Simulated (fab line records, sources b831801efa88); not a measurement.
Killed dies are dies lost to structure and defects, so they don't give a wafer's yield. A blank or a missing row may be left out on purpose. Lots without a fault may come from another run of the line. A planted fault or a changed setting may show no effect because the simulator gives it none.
Which tool did it? | flow sfq_line | 7 lots, 21 wafers sampled, at 4 steps of a route of 325

WHAT THE GAUGES READ, wafer by wafer
SFQ_M2_OVL_MEAS_916.
lot  | measured     | on         | M2_OVL (nm)
L556 | day 24 13:04 | overlay-01 | -2 -3 -4
L558 | day 24 21:34 | overlay-02 | -5 -13 1
L560 | day 25 02:57 | overlay-01 | -7 -3 -10
L563 | day 27 09:13 | overlay-01 | -4 0 1
L573 | day 39 19:06 | overlay-01 | -3 1 1
L575 | day 40 04:44 | overlay-01 | -12 -15 -12
L577 | day 40 16:58 | overlay-01 | -17 -12 -6

WHICH TOOL RAN EACH LOT (tool, then ch and the chambers of the sampled wafers, then the start)
lot  | SFQ_TRILAYER_M1_BARC_OPEN_METAL_ETCH_054 | SFQ_TRILAYER_M1_STRIP_STRIP_043   | SFQ_TRILAYER_I1_VIA_ETCH_VIA_ETCH_052
L556 | rie_metal-04 ch 0,1, day 24 01:57        | rie_metal-04 ch 0,1, day 24 02:08 | rie_diel-04 ch 1,2,3, day 24 09:38
L558 | rie_metal-02 ch 0,1, day 24 09:09        | rie_metal-02 ch 0,1, day 24 09:20 | rie_diel-04 ch 0,1, day 24 17:44
L560 | rie_metal-03 ch 0,1, day 24 13:57        | rie_metal-03 ch 0,1, day 24 14:08 | rie_diel-02 ch 0,1,3, day 24 23:26
L563 | rie_metal-02 ch 0,1, day 26 18:16        | rie_metal-02 ch 0,1, day 26 18:37 | rie_diel-02 ch 2,3, day 27 04:11
L573 | rie_metal-02 ch 0,1, day 33 00:11        | rie_metal-02 ch 0,1, day 33 00:22 | rie_diel-04 ch 0,1,3, day 39 15:38
L575 | rie_metal-04 ch 0,1, day 33 07:23        | rie_metal-04 ch 0,1, day 33 07:34 | rie_diel-04 ch 0,1,3, day 40 01:17
L577 | rie_metal-03 ch 0,1, day 33 18:11        | rie_metal-03 ch 0,1, day 33 18:22 | rie_diel-03 ch 0,1,2, day 40 13:13
- SFQ_TRILAYER_M1_BARC_OPEN_METAL_ETCH_054: etches BARC in O2, target depth 125 nm, time 41.7 s.
- SFQ_TRILAYER_M1_STRIP_STRIP_043: strips in O2.
- SFQ_TRILAYER_I1_VIA_ETCH_VIA_ETCH_052: etches SiO2 in CHF3, stops on Nb, target depth 260 nm.

THE ANSWER, worked out from the rows above alone
Rule: what is usual is taken from the lots themselves. Put in order of their means at a reading, lots are off if they are a third of the lots or fewer, leave a main group of 4 or more, and stand apart from it by a gap of 3 or more times the standard deviation of the main group's means; of several such gaps the widest counts. A main group whose means are all the same, to the digits that the tables above print for the reading, isn't used. A lot without any number at a reading at which 4 lots or more have one is off too. The other lots that the step has rows for count as sound.
No lot is off at any reading shown: from this, nothing can be told.

WHAT THE SIMULATOR HAD PUT IN
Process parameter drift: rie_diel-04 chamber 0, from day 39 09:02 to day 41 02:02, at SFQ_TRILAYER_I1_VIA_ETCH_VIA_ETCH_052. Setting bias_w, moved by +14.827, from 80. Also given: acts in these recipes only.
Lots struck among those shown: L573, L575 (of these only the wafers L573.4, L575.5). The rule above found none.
